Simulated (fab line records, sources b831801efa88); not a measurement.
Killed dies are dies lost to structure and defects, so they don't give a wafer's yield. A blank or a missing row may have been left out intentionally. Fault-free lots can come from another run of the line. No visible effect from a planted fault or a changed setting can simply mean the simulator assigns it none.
A single fault, viewed from 2 desks | flow gf180mcu | what lay behind the numbers comes last; until then each desk has only its own

## TOOL OWNER'S DESK, rie-diel-03
The tool's own readings at GF_HV_LDD_ETCHBACK_58 (etches Si3N4 in CH3F/O2, stops on SiO2, time 100 s, target depth 90 nm): means of the sampled wafers that have a number, for each lot that ran on this tool. A lot is out of limits, marked OUT, if its mean lies more than 4 standard deviations from the usual mean; the brackets give that distance.
Columns: A = O2_flow_sccm at GF_HV_LDD_ETCHBACK_58, usual 29.99 sccm; B = ch3f-flow-sccm at GF_HV_LDD_ETCHBACK_58, usual 40.01 sccm; C = chamber-pressure-mTorr at GF_HV_LDD_ETCHBACK_58, usual 25.002 mTorr; D = drypump-motor-current-A at GF_HV_LDD_ETCHBACK_58, usual 5.8 A; E = oes-product-au at GF_HV_LDD_ETCHBACK_58, usual 0.839 a.u.; F = run-length-s at GF_HV_LDD_ETCHBACK_58, usual 128.3 s; G = throttle-valve-pct at GF_HV_LDD_ETCHBACK_58, usual 10.560 %
lot  | first seen here | A     | B     | C      | D   | E               | F               | G
L475 | day 12 15:16    | 29.91 | 39.94 | 25.006 | 5.8 | 0.849           | 128.8           | 10.563
L483 | day 15 04:42    | 30.21 | 40.00 | 24.997 | 5.2 | 0.837           | 128.3           | 10.554
L486 | day 16 09:07    | 30.05 | 39.82 | 25.008 | 5.4 | 0.836           | 128.8           | 10.560
L487 | day 16 15:54    | 30.01 | 40.13 | 24.999 | 5.7 | 0.844           | 128.8           | 10.566
L488 | day 16 21:25    | 29.93 | 40.07 | 24.983 | 5.7 | 0.746 (-14) OUT | 152.6 (+55) OUT | 10.550
L489 | day 17 05:53    | 30.00 | 40.12 | 25.007 | 5.4 | 0.749 (-13) OUT | 152.6 (+55) OUT | 10.554
This desk's finding: out of limits on L488, L489; first on L488, day 16 21:25 (oes-product-au at GF_HV_LDD_ETCHBACK_58). L475, L483, L486, L487 stayed within limits.

## THE METROLOGY DESK
What the gauges read for every lot (on any tool): the sampled wafers with a number, averaged. A lot is out of limits, marked OUT, if its mean lies more than 4 standard deviations from the usual mean; the brackets give that distance.
Columns: A = M1_ALCU_RS at GF_M1_RS_MEAS_05, usual 0.0700 ohm/sq; B = V2_W_RS at GF_V2_RS_MEAS_24, usual 0.323 ohm/sq
lot  | first seen here | A      | B
L475 | day 16 05:53    | 0.0699 | 0.325
L476 | day 16 14:35    | 0.0702 | 0.325
L477 | day 17 01:55    | 0.0691 | 0.320
L479 | day 17 14:52    | 0.0697 | 0.328
L483 | day 19 02:56    | 0.0692 | 0.321
L482 | day 19 03:02    | 0.0711 | 0.325
L485 | day 20 00:20    | 0.0712 | 0.323
L486 | day 20 11:43    | 0.0698 | 0.323
L487 | day 20 17:25    | 0.0695 | 0.327
L488 | day 20 22:05    | 0.0705 | 0.328
L489 | day 21 08:56    | 0.0687 | 0.315
L495 | day 23 08:55    | 0.0701 | 0.316
L498 | day 24 05:31    | 0.0711 | 0.318
Finding of this desk: none of the 13 lots has anything out of limits.

## TAKEN TOGETHER
On L488, L489, at day 16 21:25, an alarm was possible from the tool owner's desk.
From the metrology desk's view, nothing was out of limits.
The metrology desk holds a record of L488, L489, inside its limits.
Of the lots named, all ran GF_HV_LDD_ETCHBACK_58 on rie-diel-03.

## WHAT THE SIMULATOR PUT IN
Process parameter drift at GF_HV_LDD_ETCHBACK_58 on rie-diel-03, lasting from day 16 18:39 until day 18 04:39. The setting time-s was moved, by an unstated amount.
Lots struck among those shown: L488, L489.
How many hours passed from the start of the fault until each desk's first out-of-limits reading: the tool owner's desk, 3.
